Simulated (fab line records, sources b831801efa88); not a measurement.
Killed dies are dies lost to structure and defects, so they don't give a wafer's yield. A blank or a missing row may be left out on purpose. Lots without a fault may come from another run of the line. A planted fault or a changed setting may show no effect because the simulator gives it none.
fab line records | flow sky130
record lots=6 wafers=17 last_day=50
route steps=708 shown VIA1@467 METAL2@483
lots that met no fault: from a run of the same line without faults
start_h: hours from the record's first day to the start of the lot's first wafer shown | wait_h: hours since the lot's step before | " the same as in the row above | L1.1+2: a row that stands for several wafers | - no value, or no start given | * or withheld: withheld | < > ~ a bound
route shown NAME@n: a module of which the file shows steps, and the number in the route of the first | usual: mean/standard deviation of fault-free wafers | same: alike in all rows | chamber/n: place in a boat | sites: the reading at each site | _std_site: their standard deviation | _edge_site: outer sites' mean less inner sites' | radius_mm: how far each site lies from the wafer's centre | mask NAME#n: copy n | behind: the tool/chamber that last shaped the wafer | hold: why the lot was held/for how many hours/how that ended | device: the transistor (n, p or np) that didn't switch | end of line: the same wafers' tests at the end of the route | a step without rows: its recipe alone | killed: dies lost to structure and defects at the first sort, not the wafer's yield | map: a wafer's dies, x killed, . not, _ none there
set.NAME: the setting as run; set.NAME@STEP: as run at that earlier step | model.NAME: the simulator's own value behind a step, which no gauge read
lots at some steps of the route; a table a step, a row a wafer
services: from which hour (start_h, from the record's first day; less than 0 if before it) a tool's chamber was out of use, for how many hours, and why
## steps
# step SKY_VIA1_EXPOSE_09
# recipe mask_id=VIM na=0.8 source_shape=annular sigma_inner=0.55 sigma_outer=0.85 target_cd_nm=150 dose_mj=38
# step SKY_VIA1_PEB_10
# recipe peb_temp_c=withheld peb_time_s=withheld resist=KrF-thick
# step SKY_VIA1_DEVELOP_11
# recipe develop_time_s=60 resist=KrF-thick dev_temp_c=21
# step SKY_VIA1_CD_MEAS_12
# recipe target_cd_nm=150
# usual cd_nm=149.3/1.6
# columns lot.wafer tool chamber start_h wait_h cd_nm
L137.1 cd_sem-02 - 830.48 - 149.6
L137.4 " - " " 149.3
L137.6 " - " " 150.8
L139.1 cd_sem-02 - 849.12 - 148.2
L139.5 " - " " 149.8
L139.6 " - " " 148.9
L144.3 cd_sem-02 - 893.30 - 150.3
L144.6 " - " " 147.5
L148.1 cd_sem-01 - 908.78 - 149.0
L148.5 " - " " 148.0
L148.6 " - " " 146.2
L151.4 cd_sem-02 - 920.89 - 149.9
L151.5 " - " " 149.3
L151.6 " - " " 149.7
L154.2 cd_sem-01 - 948.25 - 147.7
L154.5 " - " " 150.2
L154.6 " - " " 149.2
# step SKY_VIA1_OVL_MEAS_13
# usual VIA1_OVL=0/4.5
# columns lot.wafer tool chamber start_h wait_h VIA1_OVL[nm]
L137.1 overlay-01 - 830.60 0.1 -1
L137.4 " - " " 3
L137.6 " - " " 7
L139.1 overlay-02 - 849.24 0.1 -8
L139.5 " - " " -5
L139.6 " - " " -10
L144.3 overlay-02 - 893.39 0.1 -2
L144.6 " - " " -7
L148.1 overlay-01 - 908.90 0.1 1
L148.5 " - " " -3
L148.6 " - " " 9
L151.4 overlay-02 - 920.97 0.1 4
L151.5 " - " " 4
L151.6 " - " " 5
L154.2 overlay-01 - 948.35 0.1 -2
L154.5 " - " " 0
L154.6 " - " " -4
# step SKY_VIA1_ETCH_14
# recipe chemistry=N2/H2 target=BARC ion_energy_ev=200 source_w=500 bias_w=100 pressure_mtorr=30 n2_flow_sccm=100 h2_flow_sccm=200 stop_on=SiO2 time_s=45.9 target_depth_a=600
# usual chamber_pressure_mTorr=30.00/0.033 drypump_motor_current_A=5.9/0.45 oes_product_au=0.855/0.0047 throttle_valve_pct=13.225/0.009
# columns lot.wafer tool chamber start_h wait_h chamber_pressure_mTorr drypump_motor_current_A oes_product_au rf_hours_counter_h throttle_valve_pct
L137.1 rie_diel-03 1 830.64 0.0 29.94 6.2 0.852 9 13.236
L137.4 " 3 " " 30.02 6.0 0.846 - 13.226
L137.6 " 0 " " 30.00 5.0 0.848 - 13.232
L139.1 rie_diel-02 1 849.28 0.0 29.94 6.1 0.857 7 13.232
L139.5 " 2 " " 29.96 5.9 0.849 - 13.223
L139.6 " 3 " " 29.96 6.5 0.855 - 13.222
L144.3 rie_diel-04 3 893.42 0.0 30.02 6.0 0.854 20 13.219
L144.6 " 2 " " 30.03 5.4 0.860 - 13.237
L148.1 rie_diel-02 3 908.94 0.0 29.99 6.5 0.848 16 13.223
L148.5 " 1 " " 30.01 6.1 0.857 - 13.230
L148.6 " 2 " " 29.95 5.9 0.851 - 13.217
L151.4 rie_diel-02 3 920.99 0.0 30.01 6.5 0.845 17 13.212
L151.5 " 0 " " 29.97 6.4 0.855 - 13.217
L151.6 " 3 " " 30.01 6.5 0.850 - 13.230
L154.2 rie_diel-04 3 948.38 0.0 30.00 6.0 0.855 21 13.222
L154.5 " 0 " " 29.95 5.6 0.846 - 13.209
L154.6 " 3 " " 30.04 6.0 0.857 - 13.235
# step SKY_VIA1_ETCH_15
# recipe target=SiO2 chemistry=C4F8/O2/Ar target_depth_nm=351 stop_on=TiN mask_material=KrF-thick source_w=1500 bias_w=1200 pressure_mtorr=40 c4f8_flow_sccm=withheld O2_flow_sccm=6 Ar_flow_sccm=300 time_s=54
# usual chamber_pressure_mTorr=40.00/0.037 oes_product_au=0.980/0.0059
# columns lot.wafer tool chamber start_h wait_h chamber_pressure_mTorr oes_product_au rf_hours_counter_h
L137.1 rie_diel-03 1 830.68 0.0 40.01 0.986 9
L137.4 " 3 " " 39.98 0.975 -
L137.6 " 0 " " 39.92 0.985 -
L139.1 rie_diel-02 1 849.32 0.0 39.93 0.984 7
L139.5 " 2 " " 40.07 0.985 -
L139.6 " 3 " " 39.87 0.977 -
L144.3 rie_diel-04 3 893.46 0.0 40.05 0.975 20
L144.6 " 2 " " 39.98 0.970 -
L148.1 rie_diel-02 3 908.98 0.0 40.05 0.981 16
L148.5 " 1 " " 40.04 0.979 -
L148.6 " 2 " " 39.95 0.970 -
L151.4 rie_diel-02 3 921.03 0.0 40.05 0.979 17
L151.5 " 0 " " 40.01 0.986 -
L151.6 " 3 " " 39.97 0.983 -
L154.2 rie_diel-04 3 948.42 0.0 40.02 0.974 21
L154.5 " 0 " " 40.04 0.989 -
L154.6 " 3 " " 39.93 0.972 -
# step SKY_VIA1_STRIP_16
# recipe chemistry=O2/N2 power_w=1400 pressure_mtorr=1500 platen_temp_c=withheld o2_flow_sccm=3000 n2_flow_sccm=300 overash_fraction=0.5
# usual chamber_pressure_mTorr=1500.2/1.4 drypump_motor_current_A=5.7/0.5 oes_product_au=0.415/0.0044 strip_time_to_endpoint_s=4.464/0.024
# columns lot.wafer tool chamber start_h wait_h chamber_pressure_mTorr drypump_motor_current_A oes_product_au rf_hours_counter_h strip_time_to_endpoint_s
L137.1 plasma_asher-01 1 830.73 0.0 1498.7 6.3 0.416 97 4.477
L137.4 " 1 " " 1500.3 6.3 0.407 - 4.447
L137.6 " 0 " " 1498.4 5.2 0.414 - 4.442
L139.1 plasma_asher-01 0 849.37 0.0 1501.7 5.1 0.416 98 4.496
L139.5 " 1 " " 1500.0 6.3 0.427 - 4.456
L139.6 " 0 " " 1499.3 5.2 0.411 - 4.475
L144.3 plasma_asher-02 1 893.54 0.1 1501.6 5.8 0.412 - 4.467
L144.6 " 1 " " 1501.4 5.8 0.424 - 4.508
L148.1 plasma_asher-03 0 909.03 0.0 1501.5 4.8 0.414 47 4.455
L148.5 " 0 " " 1500.5 4.8 0.408 - 4.470
L148.6 " 1 " " 1499.7 5.8 0.422 - 4.440
L151.4 plasma_asher-01 1 921.11 0.1 1497.9 6.3 0.415 - 4.436
L151.5 " 1 " " 1501.4 6.3 0.418 - 4.456
L151.6 " 0 " " 1498.0 5.2 0.405 - 4.448
L154.2 plasma_asher-02 1 948.47 0.0 1499.5 5.8 0.416 20 4.498
L154.5 " 0 " " 1500.5 6.0 0.417 - 4.481
L154.6 " 1 " " 1500.6 5.8 0.409 - 4.500
# step SKY_VIA1_STRIP_17
# recipe chemistry=post_etch_residue_remover time_s=1200 temp_c=72.5
# step SKY_VIA1_CLEAN_18
# recipe chemistry=IPA time_s=180 temp_c=25
# step SKY_VIA1_CLEAN_19
# recipe chemistry=O3/DIW dry=n2_spin
# step SKY_VIA1_SPUTTER_20
# recipe material=TiN target_thk_nm=20 chamber_pressure_pa=5 power_w=4000 time_s=80
# usual throttle_valve_pct=29.9/1.2
# columns lot.wafer tool chamber start_h wait_h throttle_valve_pct
L137.1 pvd_sputter-02 - 831.32 0.0 30.9
L137.4 " - " " 30.9
L137.6 " - " " 30.1
L139.1 pvd_sputter-01 - 849.97 0.0 29.7
L139.5 " - " " 29.5
L139.6 " - " " 28.0
L144.3 pvd_sputter-01 - 894.11 0.0 30.4
L144.6 " - " " 30.0
L148.1 pvd_sputter-01 - 909.62 0.0 28.1
L148.5 " - " " 27.9
L148.6 " - " " 29.9
L151.4 pvd_sputter-02 - 921.67 0.0 28.6
L151.5 " - " " 30.9
L151.6 " - " " 30.0
L154.2 pvd_sputter-04 - 949.07 0.0 28.3
L154.5 " - " " 28.2
L154.6 " - " " 28.8
# step SKY_VIA1_CVD_21
# recipe material=W target_thk_nm=270 time_s=80.902 temp_c=400 pressure_torr=40
# usual heater_power_w=816/56
# columns lot.wafer tool chamber start_h wait_h heater_power_w model.W_of_VIA1_CVD_21.thk_nm
L137.1 cvd_w-01 1 831.38 0.0 764 270.3
L137.4 " 1 " " 781 269.7
L137.6 " 0 " " 769 267.7
L139.1 cvd_w-02 1 850.03 0.0 787 273.1
L139.5 " 1 " " 826 275.7
L139.6 " 0 " " 932 270.2
L144.3 cvd_w-01 0 894.23 0.1 767 190.9
L144.6 " 0 " " 765 188.8
L148.1 cvd_w-01 1 909.69 0.0 769 273.1
L148.5 " 0 " " 799 271.3
L148.6 " 1 " " 781 195.6
L151.4 cvd_w-02 1 921.76 0.1 811 271.4
L151.5 " 1 " " 795 270.2
L151.6 " 0 " " 881 270.6
L154.2 cvd_w-02 1 949.13 0.0 801 266.3
L154.5 " 0 " " 890 264.7
L154.6 " 1 " " 789 264.3
# step SKY_VIA1_RS_MEAS_22
# recipe thk_meas_gauge=four-point-probe reads=W_of_VIA1_CVD_21+TiN_of_VIA1_SPUTTER_20
# usual VIA1_W_RS=0.427/0.0044
# columns lot.wafer tool chamber start_h wait_h VIA1_W_RS[ohm/sq]
L137.1 film_metro-02 - 831.47 0.1 0.426
L137.4 " - " " 0.428
L137.6 " - " " 0.429
L139.1 film_metro-02 - 850.12 0.1 0.422
L139.5 " - " " 0.418
L139.6 " - " " 0.427
L144.3 film_metro-03 - 894.40 0.1 0.607
L144.6 " - " " 0.614
L148.1 film_metro-03 - 909.78 0.1 0.422
L148.5 " - " " 0.425
L148.6 " - " " 0.593
L151.4 film_metro-01 - 921.88 0.1 0.424
L151.5 " - " " 0.426
L151.6 " - " " 0.426
L154.2 film_metro-01 - 949.25 0.1 0.432
L154.5 " - " " 0.435
L154.6 " - " " 0.437
# step SKY_VIA1_THK_MEAS_23
# recipe thk_meas_gauge=xrf reads=W_of_VIA1_CVD_21
# usual VIA1_W_THK=273/3.5
# columns lot.wafer tool chamber start_h wait_h VIA1_W_THK[nm]
L137.1 film_metro-02 - 831.59 0.1 273
L137.4 " - " " 273
L137.6 " - " " 270
L139.1 film_metro-02 - 850.24 0.1 278
L139.5 " - " " 281
L139.6 " - " " 274
L144.3 film_metro-03 - 894.50 0.1 193
L144.6 " - " " 190
L148.1 film_metro-03 - 909.90 0.1 276
L148.5 " - " " 275
L148.6 " - " " 198
L151.4 film_metro-01 - 921.97 0.1 274
L151.5 " - " " 272
L151.6 " - " " 271
L154.2 film_metro-01 - 949.36 0.1 269
L154.5 " - " " 267
L154.6 " - " " 266
# step SKY_VIA1_CMP_24
# recipe stop_on=SiO2 t_overpolish_s=15 down_force_psi=3.5 platen_rpm=60 target_thk_nm=0 pad_velocity_m_s=0.94248
# usual motor_current_A=11.4/1.1 time_to_endpoint_s=63/3.1
# columns lot.wafer tool chamber start_h wait_h motor_current_A time_to_endpoint_s
L137.1 cmp-02 1 831.70 0.1 10.0 63
L137.4 " 2 " " 11.2 65
L137.6 " 0 " " 10.8 61
L139.1 cmp-02 2 850.45 0.2 11.5 69
L139.5 " 3 " " 12.3 63
L139.6 " 0 " " 9.9 62
L144.3 cmp-02 1 894.69 0.2 9.5 43
L144.6 " 2 " " 11.7 45
L148.1 cmp-01 2 910.17 0.3 12.0 66
L148.6 " 2 " " 11.7 45
L148.5 " 3 " " 12.3 65
L151.4 cmp-02 1 922.15 0.2 9.6 63
L151.5 " 2 " " 11.2 63
L151.6 " 3 " " 12.5 58
L154.2 cmp-01 1 949.41 0.0 11.5 59
L154.5 " 1 " " 11.6 61
L154.6 " 2 " " 12.6 65
# step SKY_METAL2_SPUTTER_00
# recipe material=Ti target_thk_nm=15 power_w=3000 time_s=10 chamber_pressure_pa=0.4
# usual throttle_valve_pct=29.9/1.2
# columns lot.wafer tool chamber start_h wait_h throttle_valve_pct
L137.1 pvd_sputter-01 - 831.95 0.2 30.2
L137.4 " - " " 29.5
L137.6 " - " " 30.6
L139.1 pvd_sputter-03 - 850.60 0.1 31.7
L139.5 " - " " 31.6
L139.6 " - " " 30.0
L144.3 pvd_sputter-03 - 894.84 0.1 31.7
L144.6 " - " " 30.0
L148.1 pvd_sputter-04 - 910.47 0.2 31.3
L148.5 " - " " 28.8
L148.6 " - " " 31.2
L151.4 pvd_sputter-04 - 922.30 0.1 28.6
L151.5 " - " " 31.5
L151.6 " - " " 28.8
L154.2 pvd_sputter-04 - 949.71 0.2 28.7
L154.5 " - " " 31.2
L154.6 " - " " 28.6
## services
# columns tool chamber start_h hours kind
rie_diel-04 0 815.97 15.1 repair
rie_diel-03 2 818.76 19.9 repair
rie_diel-04 - 822.53 2.8 repair
cmp-02 - 826.83 1.9 repair
pvd_sputter-03 - 830.58 4.7 repair
plasma_asher-01 - 833.81 2.8 pm
pvd_sputter-01 - 836.60 7.2 repair
rie_diel-04 3 844.48 1.9 repair
cmp-02 - 856.16 11.8 repair
rie_diel-02 2 858.92 11.4 repair
plasma_asher-01 - 862.77 2.9 repair
rie_diel-03 0 863.22 7.2 repair
cmp-02 - 867.97 5.5 pm
cvd_w-01 1 881.65 16.4 repair
pvd_sputter-02 - 883.96 8.4 repair
rie_diel-02 - 887.58 0.7 repair
plasma_asher-01 - 891.88 2.3 repair
rie_diel-03 1 895.96 8.0 repair
cvd_w-02 - 904.00 14.0 pm
cmp-01 - 912.15 4.0 pm
rie_diel-03 1 912.91 6.4 repair
rie_diel-04 3 926.03 1.3 repair
cmp-02 - 937.50 2.1 repair
rie_diel-04 - 939.02 0.7 repair
## key
first_sign step=SKY_VIA1_RS_MEAS_22 reading=VIA1_W_RS direction=up sigmas=40 usual=0.427 struck=0.605
effect step=SKY_VIA1_THK_MEAS_23 reading=VIA1_W_THK direction=down sigmas=23 usual=273 struck=194
effect step=SKY_VIA1_CMP_24 reading=time_to_endpoint_s direction=down sigmas=6.1 usual=* struck=*
model_effect step=SKY_VIA1_CVD_21 value=W_of_VIA1_CVD_21.thk_nm without=270.3 struck=191.8
met_at SKY_VIA1_CVD_21
struck_wafers L144.3,L144.6,L148.6
onset_between 831.38 894.23
fault kind=process_parameter_drift tool=cvd_w-01 chamber=- onset_h=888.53 steps=SKY_VIA1_CVD_21 channel=target_thk_nm offset=-78.522 shape=step end_h=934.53 scope=struck_wafers_only acts_in=these_recipes_only stated=270
